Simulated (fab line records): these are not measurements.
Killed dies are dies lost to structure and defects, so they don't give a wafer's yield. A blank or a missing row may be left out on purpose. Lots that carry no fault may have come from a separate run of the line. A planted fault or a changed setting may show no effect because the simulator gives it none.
Matching of chambers ; flow gf180mcu ; GF_V5_CMP_26 on cmp-01 has 4 sister chambers
The step polishes, stops on SiO2, t overpolish 15 s, target thk 0 nm. 4 wafers are shown with their chamber, then 7 later ones without.

== EACH WAFER AND ITS CHAMBER ==
wafer;chamber;motor_current_A (A)
L767.3;2;9.5
L767.4;3;12.3
L769.1;1;10.9
L769.4;0;9.8

== WAFERS WITH NO CHAMBER GIVEN ==
wafer;motor_current_A (A)
L769.6;12.4
L772.1;10.1
L772.3;12.1
L772.4;11.2
L773.3;12.7
L773.4;9.8
L773.5;11.8

== WHICH CHAMBER EACH WENT THROUGH ==
wafer;from the rows above;in truth
L769.6;3;3
L772.1;can't be placed: 0 or 2 or 1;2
L772.3;3;3
L772.4;1;1
L773.3;3;3
L773.4;can't be placed: 0 or 2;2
L773.5;can't be placed: 3 or 1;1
Correct placement for 4 of the 7. Cannot be placed on the basis of these rows: 3; the candidates contain the true chamber in 3. 0 placed wrongly.
How it was worked out, from the rows above alone: a wafer's distance from a chamber is the root of the sum, over the readings, of the square of ((its reading less the chamber's mean) divided by the reading's scatter). The wafer belongs to the nearest chamber; if the next one is less than 2 further off, it can't be placed. For every chamber, the mean is computed from those of its wafers that are shown. The scatter: root of mean squared gap, hidden wafer to nearest shown wafer, with one shown wafer a chamber.
